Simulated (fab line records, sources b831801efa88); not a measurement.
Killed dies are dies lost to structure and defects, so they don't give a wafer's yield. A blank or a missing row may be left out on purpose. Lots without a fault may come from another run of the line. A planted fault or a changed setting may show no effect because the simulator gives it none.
Chamber matching | flow gf180mcu | GF_V1_ETCH_16 on rie_diel-03: 4 sister chambers
The step etches BARC in N2/H2. 14 wafers are shown with their chamber, then 7 later ones without.

WAFERS WITH THEIR CHAMBER
wafer  | chamber | n2_flow_sccm (sccm) | oes_product_au (a.u.) | throttle_valve_pct (%)
L362.1 | 1       | 100.3               | 0.857                 | 13.213
L362.3 | 3       | 100.1               | 0.857                 | 13.225
L362.5 | 3       | 100.0               | 0.862                 | 13.219
L363.1 | 2       | 100.1               | 0.859                 | 13.233
L363.2 | 1       | 100.1               | 0.859                 | 13.249
L363.6 | 3       | 99.8                | 0.852                 | 13.217
L365.1 | 3       | 100.2               | 0.855                 | 13.224
L365.3 | 2       | 100.8               | 0.848                 | 13.206
L365.4 | 1       | 99.9                | 0.858                 | 13.222
L367.2 | 2       | 100.5               | 0.854                 | 13.232
L367.3 | 0       | 99.6                | 0.859                 | 13.219
L367.4 | 3       | 99.4                | 0.855                 | 13.224
L380.3 | 1       | 100.0               | 0.860                 | 13.215
L380.4 | 3       | 100.5               | 0.854                 | 13.221

SIGNATURES (means of the wafers above)
reading            | chamber 0 | chamber 1 | chamber 2 | chamber 3 | scatter within a chamber
n2_flow_sccm       | 99.600    | 100.075   | 100.467   | 100.000   | 0.322
oes_product_au     | 0.85900   | 0.85850   | 0.85367   | 0.85583   | 0.00353
throttle_valve_pct | 13.21900  | 13.22475  | 13.22367  | 13.22167  | 0.0116
Rule: a wafer's distance from a chamber is the root of the sum, over the readings, of the square of ((its reading less the chamber's mean) divided by the reading's scatter). The wafer belongs to the nearest chamber; if the next one is less than 2 further off, it can't be placed. The scatter: the root of (the sum of the squares of (reading less its chamber's mean) over the shown wafers, divided by (wafers less chambers)).

WAFERS WITHOUT THEIR CHAMBER
wafer  | n2_flow_sccm (sccm) | oes_product_au (a.u.) | throttle_valve_pct (%)
L380.5 | 100.0               | 0.860                 | 13.230
L381.3 | 100.2               | 0.852                 | 13.238
L381.4 | 100.1               | 0.856                 | 13.234
L381.6 | 99.8                | 0.847                 | 13.230
L383.2 | 100.0               | 0.850                 | 13.223
L383.4 | 99.9                | 0.863                 | 13.212
L383.6 | 99.8                | 0.848                 | 13.238

WHICH CHAMBER EACH WENT THROUGH
wafer  | from the rows above               | in truth
L380.5 | can't be placed: 1 or 3 or 0 or 2 | 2
L381.3 | can't be placed: 2 or 3 or 1 or 0 | 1
L381.4 | can't be placed: 1 or 3 or 2 or 0 | 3
L381.6 | can't be placed: 3 or 2 or 1 or 0 | 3
L383.2 | can't be placed: 3 or 2 or 1 or 0 | 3
L383.4 | can't be placed: 0 or 1 or 3 or 2 | 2
L383.6 | can't be placed: 3 or 2 or 1 or 0 | 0
Placed correctly: 0 of 7. Can't be placed from these rows: 7 (the true chamber is among the candidates in 7). Placed wrongly: 0.
